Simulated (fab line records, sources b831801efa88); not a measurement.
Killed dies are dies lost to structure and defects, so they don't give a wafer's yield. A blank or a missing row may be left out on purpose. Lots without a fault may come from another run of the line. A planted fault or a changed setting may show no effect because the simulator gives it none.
Problem report in the 8D (eight disciplines) form, filled by code | flow sky130 | the parts of the form that need people (team, actions taken, sign-off) are left out

1. THE PROBLEM
dose_ions_cm2 at SKY_VT_ADJUST_HVTR_IMPLANT_09 reads a mean of 2.0700e+12 on 6 wafers of 2 lots; wafers without a fault read 2.1006e+12 with a standard deviation of 2.2e+09. That is -14 standard deviations from the usual mean.
First seen on wafer L350.2, day 13 18:07, on implanter-02. The record holds 42 wafers of 14 lots with a number at this step. Rule for "out", or "out of limits": more than 4 standard deviations from the usual mean. The other wafers with a number count as sound.

2. WHAT IT IS AND WHAT IT IS NOT
question                    | is                     | is not
which readings at this step | dose_ions_cm2          | end_station_pressure_torr
which lots                  | L350, L353             | L338, L339, L340, L341, L342, L343, L344, L348, L354, L355, L358, L360
which wafers of those lots  | all that have a number | -
read on which tools         | implanter-02           | implanter-03, implanter-04
when                        | from day 13 18:07      | up to then (24 sound wafers); but 12 sound wafers of L354, L355, L358, L360 came after

3. SUSPECTS, AND WHAT RULES EACH OUT
Counting: a tool at a process step up to the reading stays a suspect if it ran every lot that is out and no sound lot after the first of them.
- implanter-02 at SKY_VT_ADJUST_HVTR_IMPLANT_09: kept. It ran every lot that is out, first L350 (day 13 18:07), and no sound lot after that; its last sound lot up to then is L344 (day 11 11:05). Its own readings are out on those wafers: dose_ions_cm2.
Left after counting: implanter-02 at SKY_VT_ADJUST_HVTR_IMPLANT_09.

4. THE CAUSE (what the simulator had put in)
Process parameter drift: implanter-02, from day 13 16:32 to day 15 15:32, at SKY_VT_ADJUST_HVTR_IMPLANT_09. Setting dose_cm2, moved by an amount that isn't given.
Counting left only this tool.

5. THE CHAIN OF EFFECTS, in route order
Each row: a reading whose mean over the struck wafers that have a number lies more than 3 standard deviations from the usual. Only readings for which the record gives a usual standard deviation are gone through. hours: the time from each lot's start at the first step in this table that gives one to its start at this step, as a median over the lots. sigmas: the change in usual standard deviations.
hours | step                          | reading       | usual      | on struck wafers | change      | sigmas
0     | SKY_VT_ADJUST_HVTR_IMPLANT_09 | dose_ions_cm2 | 2.1006e+12 | 2.0700e+12       | -3.0567e+10 | -14
The process steps in it:
- SKY_VT_ADJUST_HVTR_IMPLANT_09
Later measuring or inspecting steps at which every struck wafer that the step has a row for has a number for every such reading, and none has moved that far: SKY_SONOS_ONO_CD_MEAS_13.

6. WHAT WOULD HAVE CAUGHT IT SOONER
In this record the first reading out of limits was taken at day 13 18:07, 2 hours after the fault began at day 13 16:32.
